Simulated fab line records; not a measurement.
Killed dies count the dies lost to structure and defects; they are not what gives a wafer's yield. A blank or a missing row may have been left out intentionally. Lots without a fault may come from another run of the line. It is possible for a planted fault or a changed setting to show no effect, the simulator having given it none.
fab line records	flow sky130
record lots=6	wafers=18	lastDay=50
route steps=708 shown PWDE@53 NWELL@56 PAD_OPEN@708
lots untouched by any fault: they come from a run of this same line in which no faults occurred
startH: hours from the record's opening day to when the first of the lot's shown wafers began	waitH: hours from the lot's prior step to this one	" as in the row above	L1.1+2: several wafers, shown together as one row	- no value present, or no start provided	* or withheld: withheld	< > ~ a bound
route shown NAME@n: NAME is a module with steps in the file, n the number in the route of the first one	usual: mean/standard deviation taken from wafers without a fault	same: alike in all rows	chamber/n: place in a boat	sites: per-site readings	_std_site: standard deviation across them	_edge_site: the outer-site mean with the inner-site mean subtracted	radiusMm: for every site, how far away it sits from the centre of the wafer	mask NAME#n: copy n	behind: the tool/chamber that last shaped the wafer	hold: reason for holding the lot/hours on hold/outcome of the hold	device: transistor that didn't switch, given as n, p or np	end of line: the tests these same wafers got at the end of their route	where a step has no rows: the recipe by itself	killed: dies that structure and defects cost at the first sort, which is not the same as the wafer's yield	map: per-die view of a wafer (x killed, . not killed, _ where there is no die)
set.NAME: setting as actually run; set.NAME@STEP: the setting as run at that earlier step	model.NAME: the simulator's own value behind a step, which no gauge read
lots at selected steps of the route; one table per step, one row per wafer
services: the hour from which a tool's chamber was out of use, counted from the record's first day as startH (under 0 if before that day), plus the number of hours and why
## steps
# step SKY_PWDE_IMPLANT_08
# recipe species=B	energyKev=150	doseCm2=3.6e+12	tiltDeg=withheld
# step SKY_PWDE_STRIP_09
# recipe chemistry=O2/N2	powerW=1400	pressureMtorr=1500	platenTempC=withheld	o2FlowSccm=3000	n2FlowSccm=300	overashFraction=0.5
# usual chamberPressureMTorr=1499.9/1.4	drypumpMotorCurrentA=5.6/0.44	oesProductAu=0.723/0.0047	stripTimeToEndpointS=36.91/0.12
lot.wafer	tool	chamber	startH	waitH	chamberPressureMTorr	drypumpMotorCurrentA	oesProductAu	rfHoursCounterH	stripTimeToEndpointS
L812.1	plasmaAsher-03	1	81.25	0.1	1498.3	4.9	0.723	41	36.79
L812.3	"	1	"	"	1498.3	4.9	0.723	-	36.86
L812.4	"	0	"	"	1497.3	6.0	0.722	-	36.79
L816.1	plasmaAsher-03	1	95.64	0.1	1499.1	5.0	0.714	43	36.97
L816.5	"	0	"	"	1498.3	6.0	0.718	-	36.86
L816.6	"	1	"	"	1498.5	5.0	0.720	-	36.96
L821.1	plasmaAsher-02	0	128.34	0.1	1500.4	6.0	0.717	32	36.87
L821.3	"	1	"	"	1497.8	5.4	0.724	-	36.86
L821.5	"	1	"	"	1496.9	5.4	0.723	-	36.94
L824.3	plasmaAsher-01	1	144.28	0.1	1500.9	5.8	0.719	-	36.79
L824.5	"	1	"	"	1500.0	5.8	0.725	-	36.91
L824.6	"	0	"	"	1499.4	4.9	0.720	-	36.75
L828.3	plasmaAsher-02	1	177.72	0.1	1499.4	5.4	0.721	-	36.71
L828.5	"	0	"	"	1501.1	6.0	0.717	-	36.65
L828.6	"	1	"	"	1501.5	5.4	0.720	-	36.70
L832.1	plasmaAsher-03	1	195.48	0.1	1497.9	5.0	0.725	54	36.82
L832.2	"	0	"	"	1498.6	6.0	0.719	54	36.79
L832.6	"	0	"	"	1499.2	6.0	0.735	-	36.85
# step SKY_PWDE_TW_MEAS_10
# usual PWDE_TW=377/3.4
lot.wafer	tool	chamber	startH	waitH	PWDE_TW
L812.1	filmMetro-03	-	81.35	0.1	382
L812.3	"	-	"	"	384
L812.4	"	-	"	"	380
L816.1	filmMetro-02	-	95.74	0.1	376
L816.5	"	-	"	"	375
L816.6	"	-	"	"	374
L821.1	filmMetro-02	-	128.44	0.1	374
L821.3	"	-	"	"	376
L821.5	"	-	"	"	376
L824.3	filmMetro-02	-	144.37	0.1	375
L824.5	"	-	"	"	377
L824.6	"	-	"	"	378
L828.3	filmMetro-04	-	177.81	0.1	382
L828.5	"	-	"	"	378
L828.6	"	-	"	"	385
L832.1	filmMetro-02	-	195.58	0.1	374
L832.2	"	-	"	"	374
L832.6	"	-	"	"	371
# step SKY_NWELL_DEHYDRATE_03
# recipe tempC=200	timeS=60
# step SKY_NWELL_HMDS_04
# recipe primeTimeS=60	primeTempC=120
# step SKY_NWELL_COAT_05
# recipe spinRpm=2000	resistThkNm=3000
# step SKY_NWELL_SOFTBAKE_06
# recipe tempC=110	timeS=withheld
# step SKY_NWELL_EXPOSE_07
# recipe maskId=NWM	na=0.6	sourceShape=conventional	sigmaOuter=0.6	polarization=unpolarized	targetCdNm=840	doseMj=255
# step SKY_NWELL_PEB_08
# recipe tempC=115	timeS=withheld
# step SKY_NWELL_DEVELOP_09
# recipe wallAngleDeg=90	developer=TMAH	developTimeS=60	devTempC=23
# step SKY_NWELL_OVL_MEAS_10
# usual NWELL_00_OVL=0.4/1.4
lot.wafer	tool	chamber	startH	waitH	NWELL_00_OVL[nm]
L812.1	overlay-01	-	98.89	-	-0.6
L812.3	"	-	"	"	0.7
L812.4	"	-	"	"	0.1
L816.1	overlay-02	-	113.65	-	-0.7
L816.5	"	-	"	"	0.0
L816.6	"	-	"	"	-0.2
L821.1	overlay-01	-	146.39	-	1.1
L821.3	"	-	"	"	0.7
L821.5	"	-	"	"	-0.2
L824.3	overlay-01	-	165.21	-	1.0
L824.5	"	-	"	"	0.4
L824.6	"	-	"	"	1.7
L828.3	overlay-01	-	199.11	-	1.4
L828.5	"	-	"	"	1.5
L828.6	"	-	"	"	2.3
L832.1	overlay-01	-	217.85	-	-1.3
L832.2	"	-	"	"	-1.5
L832.6	"	-	"	"	-1.9
# step SKY_NWELL_IMPLANT_11
# recipe species=P	energyKev=400	doseCm2=1.9e+13	tiltDeg=withheld
# step SKY_NWELL_IMPLANT_12
# recipe species=P	energyKev=120	doseCm2=1.3e+12	tiltDeg=withheld
# usual beamEnergyKeV=120.00/0.041	doseIonsCm2=1.3001e+12/1.3e+09	faradayCurrentUA=7.32/0.15
lot.wafer	tool	chamber	startH	waitH	beamEnergyKeV	doseIonsCm2	faradayCurrentUA
L812.1	implanter-03	0	99.08	0.1	120.04	1.3019e+12	7.23
L812.3	"	0	"	"	119.97	1.2996e+12	7.21
L812.4	"	0	"	"	119.97	1.2998e+12	7.31
L816.1	implanter-03	0	113.84	0.1	120.00	1.3015e+12	7.11
L816.5	"	0	"	"	119.97	1.3001e+12	7.29
L816.6	"	0	"	"	119.99	1.2991e+12	7.63
L821.1	implanter-01	0	146.58	0.1	120.03	1.3021e+12	7.46
L821.3	"	0	"	"	120.05	1.3009e+12	7.26
L821.5	"	0	"	"	120.06	1.3026e+12	7.12
L824.3	implanter-02	0	165.44	0.1	120.03	1.299e+12	7.43
L824.5	"	0	"	"	120.01	1.3001e+12	7.64
L824.6	"	0	"	"	120.01	1.2949e+12	7.26
L828.3	implanter-03	0	199.34	0.1	119.99	1.4867e+12	8.34
L828.5	"	0	"	"	119.97	1.4909e+12	8.77
L828.6	"	0	"	"	120.03	1.4884e+12	8.45
L832.1	implanter-03	0	218.04	0.1	119.90	1.4881e+12	8.42
L832.2	"	0	"	"	119.97	1.488e+12	8.43
L832.6	"	0	"	"	120.00	1.489e+12	8.52
# step SKY_NWELL_IMPLANT_13
# recipe species=P	energyKev=50	doseCm2=7e+11	tiltDeg=withheld
# step SKY_NWELL_STRIP_14
# recipe chemistry=O2/N2	powerW=1400	pressureMtorr=1500	platenTempC=withheld	o2FlowSccm=3000	n2FlowSccm=300	overashFraction=0.5
# usual chamberPressureMTorr=1500.1/1.2	drypumpMotorCurrentA=5.5/0.41	oesProductAu=0.722/0.0043	stripTimeToEndpointS=36.92/0.092
lot.wafer	tool	chamber	startH	waitH	chamberPressureMTorr	drypumpMotorCurrentA	oesProductAu	rfHoursCounterH	stripTimeToEndpointS
L812.1	plasmaAsher-01	1	99.38	0.1	1502.1	5.8	0.719	43	36.96
L812.3	"	1	"	"	1497.8	5.8	0.718	-	37.05
L812.4	"	0	"	"	1500.3	4.9	0.724	-	37.00
L816.1	plasmaAsher-02	0	114.14	0.1	1500.2	6.0	0.727	31	36.88
L816.5	"	1	"	"	1501.6	5.4	0.720	-	36.87
L816.6	"	0	"	"	1499.4	6.0	0.721	-	36.90
L821.1	plasmaAsher-04	1	146.88	0.1	1500.5	5.1	0.722	1	36.84
L821.3	"	0	"	"	1499.3	5.7	0.715	-	36.88
L821.5	"	0	"	"	1498.0	5.7	0.719	-	36.94
L824.3	plasmaAsher-02	0	165.72	0.1	1500.7	6.0	0.722	-	36.83
L824.5	"	0	"	"	1500.2	6.0	0.715	-	36.92
L824.6	"	1	"	"	1499.1	5.4	0.726	-	36.88
L828.3	plasmaAsher-01	0	199.62	0.1	1500.3	4.9	0.722	-	36.93
L828.5	"	0	"	"	1502.0	4.9	0.722	-	36.82
L828.6	"	1	"	"	1499.5	5.8	0.720	-	36.84
L832.1	plasmaAsher-02	1	218.34	0.1	1500.6	5.4	0.727	41	37.01
L832.2	"	0	"	"	1501.3	6.0	0.715	41	37.00
L832.6	"	0	"	"	1501.1	6.0	0.729	-	37.00
# step SKY_NWELL_TW_MEAS_15
# usual NWELL_TW=1838/15
lot.wafer	tool	chamber	startH	waitH	NWELL_TW
L812.1	filmMetro-04	-	99.48	0.1	1827
L812.3	"	-	"	"	1840
L812.4	"	-	"	"	1837
L816.1	filmMetro-02	-	114.24	0.1	1818
L816.5	"	-	"	"	1828
L816.6	"	-	"	"	1828
L821.1	filmMetro-04	-	146.98	0.1	1841
L821.3	"	-	"	"	1841
L821.5	"	-	"	"	1839
L824.3	filmMetro-03	-	165.81	0.1	1822
L824.5	"	-	"	"	1822
L824.6	"	-	"	"	1834
L828.3	filmMetro-03	-	199.71	0.1	1841
L828.5	"	-	"	"	1836
L828.6	"	-	"	"	1829
L832.1	filmMetro-04	-	218.44	0.1	1874
L832.2	"	-	"	"	1877
L832.6	"	-	"	"	1870
# step SKY_NWELL_DEHYDRATE_16
# recipe tempC=200	timeS=60
# step SKY_NWELL_HMDS_17
# recipe primeTimeS=60	primeTempC=120
# step SKY_NWELL_COAT_18
# recipe spinRpm=2000	resistThkNm=3000
# step SKY_NWELL_SOFTBAKE_19
# recipe tempC=110	timeS=withheld
# step SKY_NWELL_EXPOSE_20
# recipe maskId=NWM_COMPLEMENT	na=0.6	sourceShape=conventional	sigmaOuter=0.6	polarization=unpolarized	targetCdNm=840	doseMj=260
# step SKY_NWELL_PEB_21
# recipe tempC=115	timeS=withheld
# step SKY_NWELL_DEVELOP_22
# recipe wallAngleDeg=90	developer=TMAH	developTimeS=60	devTempC=23
# step SKY_NWELL_OVL_MEAS_23
# usual NWELL_01_OVL=-0.3/1.3
lot.wafer	tool	chamber	startH	waitH	NWELL_01_OVL[nm]
L812.1	overlay-01	-	117.72	-	-1.7
L812.3	"	-	"	"	-1.0
L812.4	"	-	"	"	-0.7
L816.1	overlay-02	-	131.67	-	-0.3
L816.5	"	-	"	"	1.3
L816.6	"	-	"	"	-1.4
L821.1	overlay-02	-	167.34	-	0.1
L821.3	"	-	"	"	-0.9
L821.5	"	-	"	"	1.4
L824.3	overlay-01	-	186.86	-	0.7
L824.5	"	-	"	"	-1.6
L824.6	"	-	"	"	-1.2
L828.3	overlay-02	-	222.70	-	-0.7
L828.5	"	-	"	"	-0.9
L828.6	"	-	"	"	-1.8
L832.1	overlay-01	-	242.04	-	-0.8
L832.2	"	-	"	"	-1.3
L832.6	"	-	"	"	-0.4
# step SKY_NWELL_IMPLANT_24
# recipe species=B	energyKev=140	doseCm2=9.2e+12	tiltDeg=withheld
# step SKY_NWELL_STRIP_25
# recipe chemistry=O2/N2	powerW=1400	pressureMtorr=1500	platenTempC=withheld	o2FlowSccm=3000	n2FlowSccm=300	overashFraction=0.5
# usual chamberPressureMTorr=1499.8/1.4	drypumpMotorCurrentA=5.5/0.42	oesProductAu=0.723/0.0048	stripTimeToEndpointS=36.93/0.094
lot.wafer	tool	chamber	startH	waitH	chamberPressureMTorr	drypumpMotorCurrentA	oesProductAu	rfHoursCounterH	stripTimeToEndpointS
L812.1	plasmaAsher-01	1	117.90	0.1	1499.0	5.8	0.729	45	37.06
L812.3	"	1	"	"	1499.9	5.8	0.724	-	37.07
L812.4	"	0	"	"	1499.9	4.9	0.728	-	36.96
L816.1	plasmaAsher-01	1	131.85	0.1	1501.2	5.8	0.725	47	36.77
L816.5	"	1	"	"	1502.5	5.8	0.714	-	36.71
L816.6	"	0	"	"	1500.1	4.9	0.718	-	36.90
L821.1	plasmaAsher-01	0	167.53	0.1	1500.5	4.9	0.724	51	37.01
L821.3	"	0	"	"	1499.0	4.9	0.719	-	37.07
L821.5	"	1	"	"	1501.3	5.8	0.728	-	37.01
L824.3	plasmaAsher-01	0	187.07	0.1	1499.3	4.9	0.730	-	36.86
L824.5	"	0	"	"	1499.5	4.9	0.722	-	36.77
L824.6	"	1	"	"	1499.2	5.8	0.723	-	36.90
L828.3	plasmaAsher-02	0	222.91	0.1	1502.2	6.1	0.723	-	36.82
L828.5	"	1	"	"	1497.8	5.4	0.722	-	36.72
L828.6	"	0	"	"	1497.5	6.0	0.719	-	36.86
L832.1	plasmaAsher-04	1	242.23	0.1	1497.3	5.1	0.719	10	36.96
L832.2	"	0	"	"	1500.2	5.7	0.715	10	36.86
L832.6	"	0	"	"	1500.3	5.7	0.727	-	36.94
# step SKY_NWELL_TW_MEAS_26
# usual NWELL_2_TW=502/4.3
lot.wafer	tool	chamber	startH	waitH	NWELL_2_TW
L812.1	filmMetro-04	-	118.00	0.1	501
L812.3	"	-	"	"	499
L812.4	"	-	"	"	503
L816.1	filmMetro-02	-	131.95	0.1	496
L816.5	"	-	"	"	498
L816.6	"	-	"	"	498
L821.1	filmMetro-03	-	167.63	0.1	498
L821.3	"	-	"	"	500
L821.5	"	-	"	"	501
L824.3	filmMetro-04	-	187.16	0.1	505
L824.5	"	-	"	"	506
L824.6	"	-	"	"	504
L828.3	filmMetro-03	-	223.00	0.1	500
L828.5	"	-	"	"	501
L828.6	"	-	"	"	501
L832.1	filmMetro-03	-	242.33	0.1	502
L832.2	"	-	"	"	503
L832.6	"	-	"	"	500
# step SKY_NWELL_CLEAN_27
# recipe chemistry=SC1/SC2	mix=1:4:20	tempC=70	timeS=150	dry=n2Spin
# step SKY_NWELL_RTA_28
# recipe tempC=1050	timeS=30	idleTempC=650	rampUpCPerS=150	rampDownCPerS=90	ambient=N2
# usual chamberO2Ppm=2.005/0.024	lampPowerPct=25.30/0.048	rampUpCPerS=150.00/0.026	wafer_temp_C_max=1054.8/0.89
lot.wafer	tool	chamber	startH	waitH	chamberO2Ppm	lampPowerPct	rampUpCPerS	wafer_temp_C_max
L812.1	rtpAnneal-02	0	118.16	0.0	2.013	25.28	150.04	1055.4
L812.3	"	0	"	"	1.977	25.31	150.02	1054.7
L812.4	"	0	"	"	1.972	25.33	150.00	1057.1
L816.1	rtpAnneal-02	0	132.06	0.0	2.006	25.35	150.00	1054.8
L816.5	"	0	"	"	1.996	25.31	149.99	1055.4
L816.6	"	0	"	"	2.034	25.30	150.03	1054.2
L821.1	rtpAnneal-01	0	167.74	0.0	1.982	25.31	150.05	1053.7
L821.3	"	0	"	"	1.995	25.36	150.01	1054.5
L821.5	"	0	"	"	2.017	25.28	150.00	1055.1
L824.3	rtpAnneal-02	0	187.28	0.0	1.988	25.31	150.02	1054.1
L824.5	"	0	"	"	1.987	25.34	150.07	1053.9
L824.6	"	0	"	"	1.971	25.24	150.03	1054.5
L828.3	rtpAnneal-02	0	223.12	0.0	1.981	25.23	150.04	1054.8
L828.5	"	0	"	"	2.002	25.29	150.00	1053.4
L828.6	"	0	"	"	1.972	25.25	149.98	1055.0
L832.1	rtpAnneal-02	0	242.44	0.0	2.024	25.22	149.97	1054.6
L832.2	"	0	"	"	1.991	25.32	149.97	1056.4
L832.6	"	0	"	"	1.993	25.34	150.02	1054.8
# step SKY_NWELL_RS_MEAS_29
# recipe thkMeasGauge=four-point-probe
# usual NWELL_RS=624.2/1.6
lot.wafer	tool	chamber	startH	waitH	NWELL_RS[ohm/sq]
L812.1	filmMetro-02	-	118.36	0.2	624.2
L812.3	"	-	"	"	624.9
L812.4	"	-	"	"	623.7
L816.1	filmMetro-02	-	132.16	0.1	627.2
L816.5	"	-	"	"	627.8
L816.6	"	-	"	"	625.7
L821.1	filmMetro-02	-	167.84	0.1	625.1
L821.3	"	-	"	"	625.7
L821.5	"	-	"	"	624.9
L824.3	filmMetro-04	-	187.39	0.1	622.3
L824.5	"	-	"	"	622.9
L824.6	"	-	"	"	621.2
L828.3	filmMetro-04	-	223.23	0.1	617.8
L828.5	"	-	"	"	618.5
L828.6	"	-	"	"	618.6
L832.1	filmMetro-04	-	242.54	0.1	618.9
L832.2	"	-	"	"	618.4
L832.6	"	-	"	"	618.6
# step SKY_PAD_OPEN_PROBE_99
# usual killed_at_M0_to_M3=45/7.5	killed_at_M4_up=2.8/1.9	killedAtContacts=25/5.5	killedAtFrontEnd=14/4	killedAtOther=0.3/0.75	killedDies=87/9.4	killedOpen=47/6.6	killedShort=39/6.6
# same grossDies=492	killedAtBackSide=0
lot.wafer	tool	chamber	startH	waitH	killed_at_M0_to_M3	killed_at_M4_up	killedAtContacts	killedAtFrontEnd	killedAtOther	killedDies	killedOpen	killedShort	model.etest.tip_p_5v.rsOhmSq	model.etest.pfetG5v0d10v5.offLog10AUm	model.etest.pfet_01v8_lvt.offLog10AUm	model.etest.pfetG5v0d10v5.vtSatV	model.etest.pfet_16v.vtV	model.etest.pfetG5v0d10v5.vtV	model.etest.pfetG5v0d10v5.vtLongV	model.etest.pfet_01v8_lvt.vtSatV
L812.1	prober-01	-	1094.06	0.1	37	2	20	17	1	77	40	37	2839	-12.35	-8.778	-0.6034	-1.067	-0.8003	-0.8963	-0.4169
L812.3	prober-01	-	1094.16	0.2	55	1	23	15	1	95	54	41	2838	-12.16	-8.599	-0.5945	-1.069	-0.7986	-0.9045	-0.4115
L812.4	prober-01	-	1094.21	0.2	49	4	18	12	0	83	55	28	2835	-12.14	-8.539	-0.5977	-1.07	-0.802	-0.9001	-0.4091
L816.1	prober-01	-	1111.37	0.1	53	0	20	10	0	83	46	37	2876	-12.84	-8.922	-0.6556	-1.129	-0.8418	-0.9531	-0.4601
L816.5	prober-01	-	1111.57	0.2	45	2	30	16	0	93	45	48	2892	-13.03	-8.875	-0.6767	-1.132	-0.8731	-0.9582	-0.4544
L816.6	prober-01	-	1111.62	0.2	52	5	16	16	7	96	50	39	2888	-12.92	-8.922	-0.6673	-1.135	-0.8581	-0.9594	-0.4633
L821.1	prober-01	-	1138.62	0.1	44	2	24	18	0	88	46	42	2858	-12.71	-8.771	-0.6451	-1.098	-0.8298	-0.9271	-0.4293
L821.3	prober-01	-	1138.72	0.2	49	1	21	17	0	88	50	38	2840	-12.51	-8.597	-0.6247	-1.089	-0.8254	-0.9208	-0.4202
L821.5	prober-01	-	1138.82	0.2	61	1	26	23	1	112	66	46	2846	-12.31	-8.778	-0.6102	-1.089	-0.8005	-0.9256	-0.4286
L824.3	prober-02	-	1175.28	0.2	45	2	14	16	1	78	44	34	2863	-12.48	-8.905	-0.614	-1.098	-0.8111	-0.9252	-0.4434
L824.5	prober-02	-	1175.38	0.2	47	1	25	18	0	91	48	43	2863	-12.41	-8.684	-0.6235	-1.085	-0.8268	-0.9177	-0.4269
L824.6	prober-02	-	1175.43	0.2	44	2	24	8	1	79	35	44	2865	-12.44	-8.942	-0.6383	-1.091	-0.8384	-0.9265	-0.4399
L832.1	prober-01	-	1202.71	0.1	42	2	35	11	0	90	47	43	2915	-12.87	-9.304	-0.6646	-1.131	-0.8415	-0.9533	-0.4726
L832.2	prober-01	-	1202.76	0.1	41	0	25	14	0	80	42	38	2902	-13.16	-9.168	-0.6985	-1.136	-0.8745	-0.9623	-0.4712
L832.6	prober-01	-	1202.96	0.2	38	3	28	9	2	80	40	40	2893	-13.04	-9.338	-0.6812	-1.137	-0.8566	-0.9632	-0.4724
# killed by level:class
L812.1 VIA2:geometricParticle:open=7 CONTACT:geometricParticle:short=7 LI_CONTACT:geometricParticle:open=6 CONTACT:geometricParticle:open=5 VIA1:geometricParticle:open=4 VIA2:geometricParticle:short=4 VIA3:geometricParticle:open=4 FIELD_ISO:geometricParticle:open=3
L812.3 VIA1:geometricParticle:open=13 LI_CONTACT:geometricParticle:open=8 VIA3:geometricParticle:open=7 POLY_GATE:geometricParticle:open=5 CONTACT:geometricParticle:open=5 CONTACT:geometricParticle:short=5 METAL1:geometricParticle:short=5 VIA1:geometricParticle:short=5
L812.4 VIA1:geometricParticle:open=16 CONTACT:geometricParticle:open=8 METAL2:geometricParticle:short=7 VIA3:geometricParticle:open=7 VIA2:geometricParticle:open=6 LI_CONTACT:geometricParticle:open=5 METAL1:geometricParticle:short=5 POLY_GATE:geometricParticle:open=4
L816.1 VIA1:geometricParticle:open=13 VIA2:geometricParticle:open=9 LI_CONTACT:geometricParticle:open=7 LOCAL_INTERCONNECT:geometricParticle:short=6 METAL2:geometricParticle:short=6 METAL1:geometricParticle:short=5 VIA3:geometricParticle:short=5 VIA3:geometricParticle:open=5
L816.5 CONTACT:geometricParticle:open=9 LOCAL_INTERCONNECT:geometricParticle:short=7 METAL2:geometricParticle:short=7 LI_CONTACT:geometricParticle:open=6 VIA2:geometricParticle:open=6 VIA3:geometricParticle:open=6 METAL3:geometricParticle:short=6 FIELD_ISO:geometricParticle:short=5
L816.6 VIA3:geometricParticle:open=11 VIA1:geometricParticle:open=9 CONTACT:geometricParticle:open=7 PASSIVATION:areaEtch=7 VIA2:geometricParticle:open=6 VIA3:geometricParticle:short=6 FIELD_ISO:geometricParticle:open=5 FIELD_ISO:geometricParticle:short=4
L821.1 LI_CONTACT:geometricParticle:open=9 VIA1:geometricParticle:open=8 VIA3:geometricParticle:open=7 LOCAL_INTERCONNECT:geometricParticle:short=6 METAL1:geometricParticle:short=5 CONTACT:geometricParticle:open=5 FIELD_ISO:geometricParticle:short=4 SPACER:geometricParticle:open=4
L821.3 VIA1:geometricParticle:open=10 METAL1:geometricParticle:short=8 CONTACT:geometricParticle:open=8 VIA3:geometricParticle:open=8 FIELD_ISO:geometricParticle:open=6 CONTACT:geometricParticle:short=6 VIA2:geometricParticle:open=6 METAL2:geometricParticle:short=5
L821.5 VIA1:geometricParticle:open=17 FIELD_ISO:geometricParticle:open=10 CONTACT:geometricParticle:open=9 LI_CONTACT:geometricParticle:open=8 METAL1:geometricParticle:short=7 METAL2:geometricParticle:short=7 VIA3:geometricParticle:open=7 CONTACT:geometricParticle:short=5
L824.3 VIA1:geometricParticle:open=11 VIA3:geometricParticle:open=8 METAL2:geometricParticle:short=6 VIA2:geometricParticle:open=6 FIELD_ISO:geometricParticle:open=5 CONTACT:geometricParticle:short=5 FIELD_ISO:geometricParticle:short=4 LI_CONTACT:geometricParticle:short=4
L824.5 VIA1:geometricParticle:short=11 VIA1:geometricParticle:open=11 CONTACT:geometricParticle:open=9 LI_CONTACT:geometricParticle:open=7 CONTACT:geometricParticle:short=6 VIA2:geometricParticle:open=6 FIELD_ISO:geometricParticle:open=5 FIELD_ISO:geometricParticle:short=5
L824.6 VIA1:geometricParticle:open=9 VIA2:geometricParticle:open=7 LI_CONTACT:geometricParticle:open=6 CONTACT:geometricParticle:open=6 VIA1:geometricParticle:short=5 CONTACT:geometricParticle:short=5 METAL1:geometricParticle:short=5 VIA3:geometricParticle:short=5
L832.1 CONTACT:geometricParticle:open=12 METAL2:geometricParticle:short=8 VIA1:geometricParticle:open=8 LI_CONTACT:geometricParticle:open=7 POLY_GATE:geometricParticle:open=6 LI_CONTACT:geometricParticle:short=6 LOCAL_INTERCONNECT:geometricParticle:short=6 VIA2:geometricParticle:open=6
L832.2 CONTACT:geometricParticle:open=12 VIA3:geometricParticle:open=6 METAL1:geometricParticle:short=6 METAL2:geometricParticle:short=6 POLY_GATE:geometricParticle:open=5 POLY_GATE:geometricParticle:short=5 LI_CONTACT:geometricParticle:short=5 VIA1:geometricParticle:open=5
L832.6 METAL2:geometricParticle:short=10 CONTACT:geometricParticle:open=8 CONTACT:geometricParticle:short=7 LI_CONTACT:geometricParticle:short=6 LI_CONTACT:geometricParticle:open=6 VIA2:geometricParticle:open=6 VIA3:geometricParticle:open=4 VIA1:geometricParticle:open=4
## services
tool	chamber	startH	hours	kind
implanter-01	-	58.54	4.2	repair
implanter-02	-	63.51	5.8	repair
implanter-01	-	95.77	3.5	repair
plasmaAsher-04	-	96.27	17.1	repair
plasmaAsher-04	-	98.01	10.8	repair
plasmaAsher-04	-	113.37	14.6	pm
plasmaAsher-02	-	117.20	2.8	pm
plasmaAsher-04	-	127.97	9.0	pm
plasmaAsher-04	0	127.97	9.0	ventCycle
plasmaAsher-04	1	127.97	9.0	ventCycle
plasmaAsher-04	0	136.97	-	clean
plasmaAsher-04	1	136.97	-	clean
plasmaAsher-01	-	141.50	1.6	repair
implanter-03	-	144.86	6.1	repair
rtpAnneal-01	-	167.98	6.6	pm
implanter-01	-	178.44	3.1	pm
rtpAnneal-02	-	178.92	3.4	pm
implanter-02	-	191.47	9.8	repair
implanter-01	-	214.02	8.7	repair
plasmaAsher-03	-	226.45	0.9	repair
implanter-03	-	239.25	2.2	repair
## key
firstSign step=SKY_NWELL_IMPLANT_12	reading=doseIonsCm2	direction=up	sigmas=99+	usual=*	struck=*
effect step=SKY_NWELL_IMPLANT_12	reading=faradayCurrentUA	direction=up	sigmas=8	usual=7.32	struck=8.49
effect step=SKY_NWELL_RS_MEAS_29	reading=NWELL_RS	direction=down	sigmas=3.7	usual=624.2	struck=618.5
modelEffect step=SKY_PAD_OPEN_PROBE_99	value=etest.tip_p_5v.rsOhmSq	without=2872	struck=2903
metAt SKY_NWELL_IMPLANT_12
struckWafers L828.3,L828.5,L828.6,L832.1,L832.2,L832.6
rowsEnd L828.3,L828.5,L828.6
testerLeftOut L832
onsetBetween 113.84 199.34
fault kind=processParameterDrift	tool=implanter-03	chamber=-	onsetH=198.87	steps=SKY_NWELL_IMPLANT_12	channel=doseCm2	offset=*	shape=step	endH=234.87	actsIn=*	stated=*
# testerLeftOut: of these lots the tester's yield and bins aren't shown, on N5 and GAA mostly nor the transistor test; their killed dies are dies lost to structure and defects alone, not to doping, threshold or leakage, so they don't give the yield
# rowsEnd: these wafers met a further fault down the route, and their rows from its step on are left out
